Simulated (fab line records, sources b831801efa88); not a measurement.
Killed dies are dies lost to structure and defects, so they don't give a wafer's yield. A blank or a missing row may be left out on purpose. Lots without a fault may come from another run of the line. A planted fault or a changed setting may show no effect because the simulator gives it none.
Chamber matching | flow gf180mcu | GF_V4_CVD_02 on pecvd-04: 3 sister chambers
The step deposits SiO2 from TEOS, target thk 850 nm, time 94.851 s. 6 wafers are shown with their chamber, then 7 later ones without.

WAFERS WITH THEIR CHAMBER
wafer  | chamber | rf_fwd_power_W (W) | heater_power_w (W)
L496.1 | 1       | 597.8              | 484
L496.6 | 1       | 597.8              | 549
L504.1 | 2       | 597.8              | 538
L504.6 | 2       | 595.7              | 581
L507.3 | 0       | 597.5              | 584
L507.4 | 0       | 599.4              | 625

WAFERS WITHOUT THEIR CHAMBER
wafer  | rf_fwd_power_W (W) | heater_power_w (W)
L507.6 | 594.4              | 576
L508.4 | 597.7              | 576
L508.5 | 596.4              | 655
L508.6 | 597.9              | 581
L509.1 | 595.0              | 495
L509.4 | 593.5              | 549
L509.5 | 595.8              | 585

WHICH CHAMBER EACH WENT THROUGH
wafer  | from the rows above          | in truth
L507.6 | can't be placed: 2 or 1 or 0 | 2
L508.4 | can't be placed: 2 or 0 or 1 | 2
L508.5 | can't be placed: 0 or 2 or 1 | 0
L508.6 | can't be placed: 0 or 2 or 1 | 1
L509.1 | can't be placed: 2 or 1 or 0 | 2
L509.4 | can't be placed: 2 or 1 or 0 | 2
L509.5 | can't be placed: 2 or 0 or 1 | 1
Placed correctly: 0 of 7. Can't be placed from these rows: 7 (the true chamber is among the candidates in 7). Placed wrongly: 0.
How it was worked out, from the rows above alone: a wafer's distance from a chamber is the root of the sum, over the readings, of the square of ((its reading less the chamber's mean) divided by the reading's scatter). The wafer belongs to the nearest chamber; if the next one is less than 2 further off, it can't be placed. A chamber's mean is the mean of its shown wafers. The scatter: the root of (the sum of the squares of (reading less its chamber's mean) over the shown wafers, divided by (wafers less chambers)).
